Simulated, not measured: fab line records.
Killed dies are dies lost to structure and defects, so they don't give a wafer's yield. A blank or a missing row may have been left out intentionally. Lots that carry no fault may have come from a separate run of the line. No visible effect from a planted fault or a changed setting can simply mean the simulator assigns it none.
fab line records + flow sky130
record
- lots=15
- wafers=45
- last_day=50
route steps=708 shown LI_CONTACT@375 LOCAL_INTERCONNECT@397 METAL1@435
lots untouched by any fault: they come from a run of this same line in which no faults occurred
start_h: start of the lot's first displayed wafer, in hours after the record's first day + wait_h: hours since the lot's step before + " as in the row above + L1.1+2: one row covering several wafers at once + - no value, or no start given + * or withheld: withheld + < > ~ a bound
route shown NAME@n: a module of which the file shows steps, and the number in the route of the first + usual: mean/standard deviation taken from wafers without a fault + same: alike in all rows + chamber/n: place in a boat + sites: the reading at each site + _std_site: standard deviation of those values + _edge_site: inner sites' mean taken away from outer sites' mean + radius_mm: how far each site lies from the wafer's centre + mask NAME#n: copy n + behind: the tool/chamber that last shaped the wafer + hold: cause of the lot's hold/its duration in hours/its outcome + device: names the non-switching transistor (n, p or np) + end of line: the route-end tests of the same wafers + where a step has no rows: the recipe by itself + killed: not the wafer's yield, but the dies lost to structure and defects at the first sort + map: a wafer's dies, x killed, . not, _ none there
set.NAME: the setting as run; set.NAME@STEP: as run at that earlier step + model.NAME: the simulator's own value behind a step, which no gauge read
route steps across a sampled set of lots; one table per step, one row per wafer
services: when a tool's chamber went out of use (start_h, in hours from the record's first day, below 0 if earlier), for how many hours, and the reason
## steps
# step SKY_LI_CONTACT_OVL_MEAS_13
# usual
- LI_CONTACT_OVL=-1/4.9
| lot.wafer | tool       | chamber | start_h | wait_h | LI_CONTACT_OVL[nm] |
|-----------|------------|---------|---------|--------|--------------------|
| L366.1    | overlay-01 | -       | 689.36  | 0.1    | -1                 |
| L366.4    | "          | -       | "       | "      | -2                 |
| L366.6    | "          | -       | "       | "      | 0                  |
| L364.1    | overlay-02 | -       | 689.89  | 0.1    | 4                  |
| L364.5    | "          | -       | "       | "      | 4                  |
| L364.6    | "          | -       | "       | "      | -3                 |
| L365.2    | overlay-02 | -       | 694.42  | 0.1    | -9                 |
| L365.5    | "          | -       | "       | "      | -4                 |
| L365.6    | "          | -       | "       | "      | -1                 |
| L371.2    | overlay-02 | -       | 735.28  | 0.1    | 1                  |
| L371.4    | "          | -       | "       | "      | 5                  |
| L371.6    | "          | -       | "       | "      | 0                  |
| L372.3    | overlay-01 | -       | 742.67  | 0.1    | -13                |
| L372.4    | "          | -       | "       | "      | 1                  |
| L372.5    | "          | -       | "       | "      | -12                |
| L373.2    | overlay-01 | -       | 755.09  | 0.1    | -3                 |
| L373.3    | "          | -       | "       | "      | -5                 |
| L373.5    | "          | -       | "       | "      | 5                  |
| L375.1    | overlay-02 | -       | 778.39  | 0.1    | -3                 |
| L375.2    | "          | -       | "       | "      | 0                  |
| L375.4    | "          | -       | "       | "      | -2                 |
| L376.1    | overlay-01 | -       | 779.64  | 0.1    | 6                  |
| L376.3    | "          | -       | "       | "      | 1                  |
| L376.4    | "          | -       | "       | "      | -5                 |
| L378.2    | overlay-01 | -       | 790.35  | 0.1    | -9                 |
| L378.4    | "          | -       | "       | "      | -3                 |
| L378.5    | "          | -       | "       | "      | 5                  |
| L379.1    | overlay-02 | -       | 802.36  | 0.1    | -6                 |
| L379.2    | "          | -       | "       | "      | -2                 |
| L379.6    | "          | -       | "       | "      | 3                  |
| L380.2    | overlay-01 | -       | 805.68  | 0.1    | -8                 |
| L380.3    | "          | -       | "       | "      | 4                  |
| L380.6    | "          | -       | "       | "      | 0                  |
| L381.1    | overlay-01 | -       | 807.66  | 0.1    | -3                 |
| L381.3    | "          | -       | "       | "      | -5                 |
| L381.5    | "          | -       | "       | "      | 2                  |
| L382.1    | overlay-01 | -       | 817.46  | 0.1    | -6                 |
| L382.3    | "          | -       | "       | "      | -8                 |
| L382.6    | "          | -       | "       | "      | -13                |
| L384.3    | overlay-01 | -       | 835.32  | 0.1    | 4                  |
| L384.4    | "          | -       | "       | "      | -1                 |
| L384.6    | "          | -       | "       | "      | -3                 |
| L386.2    | overlay-02 | -       | 857.15  | 0.1    | -2                 |
| L386.3    | "          | -       | "       | "      | 1                  |
| L386.5    | "          | -       | "       | "      | -8                 |
# step SKY_LOCAL_INTERCONNECT_DEVELOP_10
# recipe
- develop_time_s=60
- resist=KrF-thick
- dev_temp_c=21
# usual
- chill_plate_temp_C=22.99/0.1
- develop_time_s=60/0
| lot.wafer | tool           | chamber | start_h | wait_h | chill_plate_temp_C | develop_time_s |
|-----------|----------------|---------|---------|--------|--------------------|----------------|
| L366.1    | litho_track-02 | 0       | 716     | -      | 22.99              | 60             |
| L366.4    | "              | 0       | "       | "      | 23.13              | 60             |
| L366.6    | "              | 0       | "       | "      | 22.96              | 60             |
| L364.1    | litho_track-03 | 0       | 717     | -      | 22.92              | 60             |
| L364.5    | "              | 0       | "       | "      | 22.99              | 60             |
| L364.6    | "              | 0       | "       | "      | 22.97              | 60             |
| L365.2    | litho_track-03 | 0       | 721     | -      | 23.12              | 60             |
| L365.5    | "              | 0       | "       | "      | 23.02              | 60             |
| L365.6    | "              | 0       | "       | "      | 23.02              | 60             |
| L371.2    | litho_track-04 | 0       | 762     | -      | 22.94              | 60             |
| L371.4    | "              | 0       | "       | "      | 23.10              | 60             |
| L371.6    | "              | 0       | "       | "      | 22.92              | 60             |
| L372.3    | litho_track-04 | 0       | 770     | -      | 23.02              | 60             |
| L372.4    | "              | 0       | "       | "      | 22.91              | 60             |
| L372.5    | "              | 0       | "       | "      | 22.73              | 60             |
| L373.2    | litho_track-04 | 0       | 782     | -      | 23.11              | 60             |
| L373.3    | "              | 0       | "       | "      | 22.89              | 60             |
| L373.5    | "              | 0       | "       | "      | 23.02              | 60             |
| L375.1    | litho_track-04 | 0       | 806     | -      | 22.92              | 60             |
| L375.2    | "              | 0       | "       | "      | 22.99              | 60             |
| L375.4    | "              | 0       | "       | "      | 23.12              | 60             |
| L376.1    | litho_track-03 | 0       | 807     | -      | 23.08              | 60             |
| L376.3    | "              | 0       | "       | "      | 22.97              | 60             |
| L376.4    | "              | 0       | "       | "      | 23.02              | 60             |
| L378.2    | litho_track-03 | 0       | 818     | -      | 22.98              | 60             |
| L378.4    | "              | 0       | "       | "      | 23.01              | 60             |
| L378.5    | "              | 0       | "       | "      | 22.92              | 60             |
| L379.1    | litho_track-04 | -       | 830     | -      | -                  | -              |
| L379.2    | "              | -       | "       | "      | -                  | -              |
| L379.6    | "              | -       | "       | "      | -                  | -              |
| L380.2    | litho_track-04 | -       | 833     | -      | -                  | -              |
| L380.3    | "              | -       | "       | "      | -                  | -              |
| L380.6    | "              | -       | "       | "      | -                  | -              |
| L381.1    | litho_track-04 | -       | 835     | -      | -                  | -              |
| L381.3    | "              | -       | "       | "      | -                  | -              |
| L381.5    | "              | -       | "       | "      | -                  | -              |
| L382.1    | litho_track-03 | 0       | 845     | -      | 23.05              | 60             |
| L382.3    | "              | 0       | "       | "      | 22.92              | 60             |
| L382.6    | "              | 0       | "       | "      | 23.01              | 60             |
| L384.3    | litho_track-04 | 0       | 863     | -      | 22.93              | 60             |
| L384.4    | "              | 0       | "       | "      | 22.91              | 60             |
| L384.6    | "              | 0       | "       | "      | 22.83              | 60             |
| L386.2    | litho_track-04 | 0       | 885     | -      | 22.92              | 60             |
| L386.3    | "              | 0       | "       | "      | 22.98              | 60             |
| L386.5    | "              | 0       | "       | "      | 23.03              | 60             |
# step SKY_METAL1_SPUTTER_01
# recipe
- material=TiN
- target_thk_nm=20
- power_w=6500
- time_s=16.7
- chamber_pressure_pa=0.4
# usual
- cathode_dc_power_W=6499.9/1.2
- throttle_valve_pct=29.3/0.54
| lot.wafer | tool           | chamber | start_h | wait_h | cathode_dc_power_W | throttle_valve_pct |
|-----------|----------------|---------|---------|--------|--------------------|--------------------|
| L366.1    | pvd_sputter-03 | -       | 746.47  | 0.0    | 6501.6             | 28.7               |
| L366.4    | "              | -       | "       | "      | 6500.1             | 28.6               |
| L366.6    | "              | -       | "       | "      | 6496.4             | 28.8               |
| L364.1    | pvd_sputter-03 | -       | 747.69  | 0.0    | 6499.5             | 28.8               |
| L364.5    | "              | -       | "       | "      | 6499.8             | 28.9               |
| L364.6    | "              | -       | "       | "      | 6500.8             | 29.1               |
| L365.2    | pvd_sputter-01 | -       | 752.39  | 0.0    | 6499.1             | 29.4               |
| L365.5    | "              | -       | "       | "      | 6501.2             | 29.9               |
| L365.6    | "              | -       | "       | "      | 6501.8             | 30.1               |
| L371.2    | pvd_sputter-03 | -       | 792.86  | 0.0    | 6499.4             | 28.8               |
| L371.4    | "              | -       | "       | "      | 6501.3             | 28.7               |
| L371.6    | "              | -       | "       | "      | 6500.4             | 29.1               |
| L372.3    | pvd_sputter-01 | -       | 800.06  | 0.0    | 6498.7             | 29.9               |
| L372.4    | "              | -       | "       | "      | 6499.3             | 29.7               |
| L372.5    | "              | -       | "       | "      | 6501.0             | 29.8               |
| L373.2    | pvd_sputter-04 | -       | 811.62  | 0.0    | 6499.4             | 29.2               |
| L373.3    | "              | -       | "       | "      | 6501.6             | 28.9               |
| L373.5    | "              | -       | "       | "      | 6498.3             | 29.4               |
| L375.1    | pvd_sputter-01 | -       | 836.69  | 0.0    | 6498.6             | 30.4               |
| L375.2    | "              | -       | "       | "      | 6501.6             | 29.7               |
| L375.4    | "              | -       | "       | "      | 6499.6             | 29.5               |
| L376.1    | pvd_sputter-01 | -       | 837.64  | 0.0    | 6499.4             | 29.8               |
| L376.3    | "              | -       | "       | "      | 6499.5             | 30.1               |
| L376.4    | "              | -       | "       | "      | 6500.3             | 29.0               |
| L378.2    | pvd_sputter-04 | -       | 848.65  | 0.0    | 6497.9             | 29.2               |
| L378.4    | "              | -       | "       | "      | 6499.3             | 29.7               |
| L378.5    | "              | -       | "       | "      | 6498.1             | 30.3               |
| L382.1    | pvd_sputter-03 | -       | 875.79  | 0.0    | 6500.0             | 28.9               |
| L382.3    | "              | -       | "       | "      | 6499.8             | 28.8               |
| L382.6    | "              | -       | "       | "      | 6498.9             | 28.9               |
| L384.3    | pvd_sputter-01 | -       | 894.70  | 0.0    | 6497.5             | 29.9               |
| L384.4    | "              | -       | "       | "      | 6498.9             | 30.1               |
| L384.6    | "              | -       | "       | "      | 6500.1             | 30.1               |
| L386.2    | pvd_sputter-04 | -       | 914.99  | 0.0    | 6499.8             | 29.0               |
| L386.3    | "              | -       | "       | "      | 6501.2             | 30.4               |
| L386.5    | "              | -       | "       | "      | 6499.3             | 29.6               |
# step SKY_METAL1_SPUTTER_02
# recipe
- material=AlCu
- target_thk_nm=250
- power_w=10600
- time_s=13.3
- chamber_pressure_pa=0.4
# usual
- cathode_dc_power_W=10600/1.9
- throttle_valve_pct=29.3/0.54
| lot.wafer | tool           | chamber | start_h | wait_h | cathode_dc_power_W | throttle_valve_pct |
|-----------|----------------|---------|---------|--------|--------------------|--------------------|
| L366.1    | pvd_sputter-03 | -       | 746.50  | 0.0    | 10602              | 28.8               |
| L366.4    | "              | -       | "       | "      | 10601              | 28.8               |
| L366.6    | "              | -       | "       | "      | 10605              | 28.7               |
| L364.1    | pvd_sputter-03 | -       | 747.71  | 0.0    | 10600              | 28.7               |
| L364.5    | "              | -       | "       | "      | 10600              | 28.7               |
| L364.6    | "              | -       | "       | "      | 10598              | 28.7               |
| L365.2    | pvd_sputter-01 | -       | 752.41  | 0.0    | 10601              | 29.5               |
| L365.5    | "              | -       | "       | "      | 10600              | 29.8               |
| L365.6    | "              | -       | "       | "      | 10600              | 30.0               |
| L371.2    | pvd_sputter-03 | -       | 792.88  | 0.0    | 10600              | 28.8               |
| L371.4    | "              | -       | "       | "      | 10598              | 28.8               |
| L371.6    | "              | -       | "       | "      | 10600              | 28.7               |
| L372.3    | pvd_sputter-01 | -       | 800.09  | 0.0    | 10599              | 30.2               |
| L372.4    | "              | -       | "       | "      | 10600              | 29.6               |
| L372.5    | "              | -       | "       | "      | 10599              | 29.5               |
| L373.2    | pvd_sputter-04 | -       | 811.64  | 0.0    | 10600              | 29.4               |
| L373.3    | "              | -       | "       | "      | 10602              | 28.9               |
| L373.5    | "              | -       | "       | "      | 10600              | 29.4               |
| L375.1    | pvd_sputter-01 | -       | 836.71  | 0.0    | 10598              | 30.1               |
| L375.2    | "              | -       | "       | "      | 10601              | 29.5               |
| L375.4    | "              | -       | "       | "      | 10601              | 29.3               |
| L376.1    | pvd_sputter-01 | -       | 837.67  | 0.0    | 10600              | 29.8               |
| L376.3    | "              | -       | "       | "      | 10602              | 30.1               |
| L376.4    | "              | -       | "       | "      | 10601              | 29.4               |
| L378.2    | pvd_sputter-04 | -       | 848.67  | 0.0    | 10599              | 29.0               |
| L378.4    | "              | -       | "       | "      | 10602              | 29.2               |
| L378.5    | "              | -       | "       | "      | 10600              | 30.3               |
| L382.1    | pvd_sputter-03 | -       | 875.82  | 0.0    | 10598              | 28.8               |
| L382.3    | "              | -       | "       | "      | 10599              | 28.6               |
| L382.6    | "              | -       | "       | "      | 10601              | 28.5               |
| L384.3    | pvd_sputter-01 | -       | 894.72  | 0.0    | 10599              | 29.6               |
| L384.4    | "              | -       | "       | "      | 10598              | 30.2               |
| L384.6    | "              | -       | "       | "      | 10595              | 29.7               |
| L386.2    | pvd_sputter-04 | -       | 915.02  | 0.0    | 10599              | 28.8               |
| L386.3    | "              | -       | "       | "      | 10598              | 30.2               |
| L386.5    | "              | -       | "       | "      | 10602              | 29.5               |
## services
| tool           | chamber | start_h | hours | kind                      |
|----------------|---------|---------|-------|---------------------------|
| pvd_sputter-03 | -       | 763.95  | 10.5  | repair                    |
| pvd_sputter-03 | -       | 806.33  | 1.3   | repair                    |
| litho_track-03 | -       | 849.27  | -     | consumable_replace:filter |
## key
first_sign
- step=SKY_LOCAL_INTERCONNECT_DEVELOP_10
- reading=tool_record
- direction=missing
effect none on later readings
met_at SKY_LOCAL_INTERCONNECT_DEVELOP_10
struck_lots L379,L380,L381
later_rows_left_out L379.1,L379.2,L379.6,L380.2,L380.3,L380.6,L381.1,L381.3,L381.5
sort_left_out L379.1,L379.2,L379.6,L380.2,L380.3,L380.6,L381.1,L381.3,L381.5
tester_left_out L379,L380,L381
not_acting_at SKY_LI_CONTACT_OVL_MEAS_13,SKY_METAL1_SPUTTER_01,SKY_METAL1_SPUTTER_02
onset_between 806 830
fault
- kind=skipped_step_whole
- tool=litho_track-04
- chamber=-
- onset_h=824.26
- steps=SKY_LOCAL_INTERCONNECT_DEVELOP_10
- scope=struck_lots_only
# tester_left_out: of these lots the tester's yield and bins aren't shown, on N5 and GAA mostly nor the transistor test; their killed dies are dies lost to structure and defects alone, not to doping, threshold or leakage, so they don't give the yield
# sort_left_out: the simulated sort isn't trusted on such a fault, so these wafers' sort isn't shown, and their yield isn't known
# later_rows_left_out: the simulator's readings of these wafers behind a module that went badly wrong aren't trusted and aren't shown, but for the sort
